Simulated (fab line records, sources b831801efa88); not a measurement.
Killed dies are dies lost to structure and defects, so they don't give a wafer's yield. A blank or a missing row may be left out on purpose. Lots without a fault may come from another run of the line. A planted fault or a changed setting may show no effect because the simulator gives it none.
Chamber matching | flow sky130 | SKY_POLY_GATE_ETCH_17 on rie_si-01: 4 sister chambers
The step etches poly-Si in HBr/Cl2, stops on SiO2, target depth 180 nm, time 70.5 s. 4 wafers are shown with their chamber, then 7 later ones without.

WAFERS WITH THEIR CHAMBER
wafer  | chamber | drypump_motor_current_A (A)
L810.1 | 2       | 5.5
L812.6 | 0       | 5.9
L820.4 | 1       | 6.1
L820.5 | 3       | 5.3

WAFERS WITHOUT THEIR CHAMBER
wafer  | drypump_motor_current_A (A)
L820.6 | 5.5
L823.1 | 5.5
L823.4 | 5.9
L823.6 | 5.9
L825.3 | 5.4
L825.4 | 6.1
L825.5 | 5.5

WHICH CHAMBER EACH WENT THROUGH
wafer  | from the rows above     | in truth
L820.6 | 2                       | 2
L823.1 | 2                       | 2
L823.4 | 0                       | 0
L823.6 | 0                       | 0
L825.3 | can't be placed: 2 or 3 | 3
L825.4 | 1                       | 1
L825.5 | 2                       | 2
Placed correctly: 6 of 7. Can't be placed from these rows: 1 (the true chamber is among the candidates in 1). Placed wrongly: 0.
How it was worked out, from the rows above alone: a wafer's distance from a chamber is the root of the sum, over the readings, of the square of ((its reading less the chamber's mean) divided by the reading's scatter). The wafer belongs to the nearest chamber; if the next one is less than 2 further off, it can't be placed. A chamber's mean is the mean of its shown wafers. The scatter: with one shown wafer a chamber, the root of the mean of the squares of how far each hidden wafer lies from its nearest shown one.
